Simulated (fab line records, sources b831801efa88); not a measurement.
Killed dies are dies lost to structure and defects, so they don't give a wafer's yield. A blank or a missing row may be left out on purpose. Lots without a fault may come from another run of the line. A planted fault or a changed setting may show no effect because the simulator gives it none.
fab line records | flow gf180mcu
record lots=5 wafers=15 last_day=35
route steps=602 shown V5@552
lots that met no fault: from a run of the same line without faults
start_h: hours from the record's first day to the start of the lot's first wafer shown | wait_h: hours since the lot's step before | " the same as in the row above | L1.1+2: a row that stands for several wafers | - no value, or no start given | * or withheld: withheld | < > ~ a bound
route shown NAME@n: a module of which the file shows steps, and the number in the route of the first | usual: mean/standard deviation of fault-free wafers | same: alike in all rows | chamber/n: place in a boat | sites: the reading at each site | _std_site: their standard deviation | _edge_site: outer sites' mean less inner sites' | radius_mm: how far each site lies from the wafer's centre | mask NAME#n: copy n | behind: the tool/chamber that last shaped the wafer | hold: why the lot was held/for how many hours/how that ended | device: the transistor (n, p or np) that didn't switch | end of line: the same wafers' tests at the end of the route | a step without rows: its recipe alone | killed: dies lost to structure and defects at the first sort, not the wafer's yield | map: a wafer's dies, x killed, . not, _ none there
set.NAME: the setting as run; set.NAME@STEP: as run at that earlier step | model.NAME: the simulator's own value behind a step, which no gauge read
lots at some steps of the route; a table a step, a row a wafer
services: from which hour (start_h, from the record's first day; less than 0 if before it) a tool's chamber was out of use, for how many hours, and why
## steps
# step GF_V5_PEB_12
# recipe peb_temp_c=135 peb_time_s=90 resist=KrF
# columns lot.wafer tool chamber start_h wait_h
L074.1+3+5 litho_track-02 0 - -
L077.1+2+6 litho_track-04 0 - -
L078.3+4+6 litho_track-04 0 - -
L084.1+3+6 litho_track-04 0 - -
L097.1+3+5 litho_track-04 0 - -
# step GF_V5_DEVELOP_13
# recipe develop_time_s=60 resist=KrF dev_temp_c=21
# columns lot.wafer tool chamber start_h wait_h
L074.1+3+5 litho_track-02 0 637.21 0.2
L077.1+2+6 litho_track-04 0 667.10 0.2
L078.3+4+6 litho_track-04 0 673.75 0.1
L084.1+3+6 litho_track-04 0 718.60 0.2
L097.1+3+5 litho_track-04 0 793.00 0.2
# step GF_V5_CD_MEAS_14
# recipe target_cd_nm=260
# usual cd_nm=260.3/1.3
# columns lot.wafer tool chamber start_h wait_h cd_nm
L074.1 cd_sem-02 - 637.36 0.1 260.3
L074.3 " - " " 260.7
L074.5 " - " " 261.6
L077.1 cd_sem-01 - 667.25 0.1 261.6
L077.2 " - " " 259.9
L077.6 " - " " 260.1
L078.3 cd_sem-02 - 673.89 0.1 259.2
L078.4 " - " " 259.9
L078.6 " - " " 258.7
L084.1 cd_sem-01 - 718.75 0.1 261.0
L084.3 " - " " 260.8
L084.6 " - " " 260.9
L097.1 cd_sem-01 - 793.16 0.1 260.4
L097.3 " - " " 260.7
L097.5 " - " " 259.8
# step GF_V5_OVL_MEAS_15
# usual V5_OVL=-5/5.6
# columns lot.wafer tool chamber start_h wait_h V5_OVL[nm]
L074.1 overlay-02 - 637.48 0.1 -13
L074.3 " - " " -15
L074.5 " - " " -5
L077.1 overlay-02 - 667.37 0.1 -12
L077.2 " - " " -4
L077.6 " - " " -1
L078.3 overlay-02 - 673.98 0.1 -1
L078.4 " - " " -3
L078.6 " - " " -10
L084.1 overlay-02 - 718.87 0.1 -1
L084.3 " - " " -9
L084.6 " - " " -2
L097.1 overlay-02 - 793.28 0.1 -2
L097.3 " - " " -4
L097.5 " - " " -7
# step GF_V5_ETCH_16
# recipe chemistry=N2/H2 target_depth_a=withheld overetch_a=withheld time_s=withheld target=BARC ion_energy_ev=200 source_w=500 bias_w=100 pressure_mtorr=30 n2_flow_sccm=100 h2_flow_sccm=200
# usual drypump_motor_current_A=5.7/0.57 oes_product_au=0.854/0.0045 rf_fwd_power_W=495.2/2.2 throttle_valve_pct=13.224/0.01
# columns lot.wafer tool chamber start_h wait_h drypump_motor_current_A oes_product_au rf_fwd_power_W throttle_valve_pct
L074.1 rie_diel-04 2 637.52 0.0 6.6 0.852 496.3 13.212
L074.3 " 3 " " 5.5 0.856 496.5 13.213
L074.5 " 2 " " 6.6 0.852 491.6 13.228
L077.1 rie_diel-01 3 667.41 0.0 6.4 0.850 495.7 13.220
L077.2 " 2 " " 5.5 0.856 496.9 13.215
L077.6 " 3 " " 6.3 0.856 496.0 13.213
L078.3 rie_diel-04 0 674.01 0.0 6.6 0.856 494.3 13.222
L078.4 " 2 " " 6.6 0.861 494.6 13.236
L078.6 " 2 " " 6.6 0.853 495.4 13.225
L084.1 rie_diel-01 2 718.90 0.0 5.5 0.855 495.4 13.212
L084.3 " 0 " " 5.8 0.855 491.4 13.219
L084.6 " 1 " " 5.1 0.858 495.2 13.236
L097.1 rie_diel-04 0 793.31 0.0 6.6 0.856 495.4 13.219
L097.3 " 2 " " 6.6 0.850 494.5 13.240
L097.5 " 2 " " 6.6 0.853 493.3 13.232
# step GF_V5_ETCH_17
# recipe chemistry=C4F8/O2/Ar mask_material=KrF target=SiO2 stop_on=TiN source_w=1500 bias_w=1200 pressure_mtorr=40 c4f8_flow_sccm=withheld O2_flow_sccm=6 Ar_flow_sccm=300 time_s=withheld target_depth_a=8550
# usual oes_product_au=0.859/0.0047 rf_fwd_power_W=1495/4.9
# columns lot.wafer tool chamber start_h wait_h oes_product_au rf_fwd_power_W
L074.1 rie_diel-04 2 - - 0.861 1492
L074.3 " 3 " " 0.854 1498
L074.5 " 2 " " 0.853 1494
L077.1 rie_diel-01 3 - - 0.856 1499
L077.2 " 2 " " 0.863 1492
L077.6 " 3 " " 0.858 1498
L078.3 rie_diel-04 0 - - 0.856 1497
L078.4 " 2 " " 0.868 1492
L078.6 " 2 " " 0.857 1498
L084.1 rie_diel-01 2 - - 0.853 1486
L084.3 " 0 " " 0.862 1491
L084.6 " 1 " " 0.858 1494
L097.1 rie_diel-04 0 - - 0.860 1507
L097.3 " 2 " " 0.860 1497
L097.5 " 2 " " 0.859 1492
# step GF_V5_STRIP_18
# recipe chemistry=O2/N2 power_w=1400 pressure_mtorr=1500 platen_temp_c=250 o2_flow_sccm=3000 n2_flow_sccm=300 overash_fraction=0.5
# usual drypump_motor_current_A=6.0/0.46 heater_power_w=337/37 oes_product_au=0.569/0.0054
# columns lot.wafer tool chamber start_h wait_h drypump_motor_current_A heater_power_w oes_product_au rf_hours_counter_h
L074.1 plasma_asher-04 0 637.67 - 5.7 354 0.569 83
L074.3 " 0 " " 5.7 351 0.562 -
L074.5 " 0 " " 5.8 357 0.577 -
L077.1 plasma_asher-03 1 667.56 - 5.7 373 0.576 27
L077.2 " 0 " " 6.6 276 0.562 27
L077.6 " 1 " " 5.7 379 0.562 -
L078.3 plasma_asher-03 0 674.19 - 6.6 282 0.554 -
L078.4 " 1 " " 5.7 372 0.568 -
L078.6 " 0 " " 6.6 277 0.575 -
L084.1 plasma_asher-04 1 719.06 - 6.3 336 0.555 91
L084.3 " 1 " " 6.2 332 0.562 -
L084.6 " 1 " " 6.2 337 0.564 -
L097.1 plasma_asher-03 0 793.46 - 6.6 286 0.569 41
L097.3 " 0 " " 6.6 286 0.581 -
L097.5 " 0 " " 6.6 282 0.580 -
# step GF_V5_STRIP_19
# recipe chemistry=post_etch_residue_remover time_s=1200 temp_c=72.5
# same time_s=1200
# columns lot.wafer tool chamber start_h wait_h
L074.1+3+5 wet_bench-01 2 637.77 0.1
L077.1+2+6 wet_bench-01 2 667.66 0.1
L078.3+4+6 wet_bench-01 2 674.26 0.0
L084.1+3+6 wet_bench-01 3 719.16 0.1
L097.1+3+5 wet_bench-01 1 793.56 0.1
# step GF_V5_CLEAN_20
# recipe chemistry=DIW dry=n2_spin
# columns lot.wafer tool chamber start_h wait_h
L074.1+3+5 wet_bench-04 3 638.11 0.0
L077.1+2+6 wet_bench-02 3 668.03 0.0
L078.3+4+6 wet_bench-04 0 674.60 0.0
L084.1+3+6 wet_bench-02 1 719.84 0.0
L097.1+3+5 wet_bench-02 0 793.91 0.0
## services
# columns tool chamber start_h hours kind
rie_diel-04 - 622.97 0.2 repair
rie_diel-01 3 627.87 - clean
rie_diel-01 3 627.87 22.2 scheduled_down
rie_diel-01 3 627.87 22.2 vent_cycle
rie_diel-04 3 651.65 - clean
rie_diel-04 3 651.65 14.7 scheduled_down
rie_diel-04 3 651.65 14.7 vent_cycle
rie_diel-01 0 656.40 23.0 repair
rie_diel-04 3 674.79 9.8 repair
rie_diel-01 3 678.16 132.0 repair
wet_bench-01 - 678.56 0.6 repair
plasma_asher-04 - 700.41 4.1 repair
rie_diel-04 2 704.12 15.7 repair
rie_diel-04 2 719.77 - clean
rie_diel-04 2 719.77 16.9 scheduled_down
rie_diel-04 2 719.77 16.9 vent_cycle
rie_diel-04 3 736.86 10.1 repair
rie_diel-01 - 767.58 4.3 pm
## key
fault none
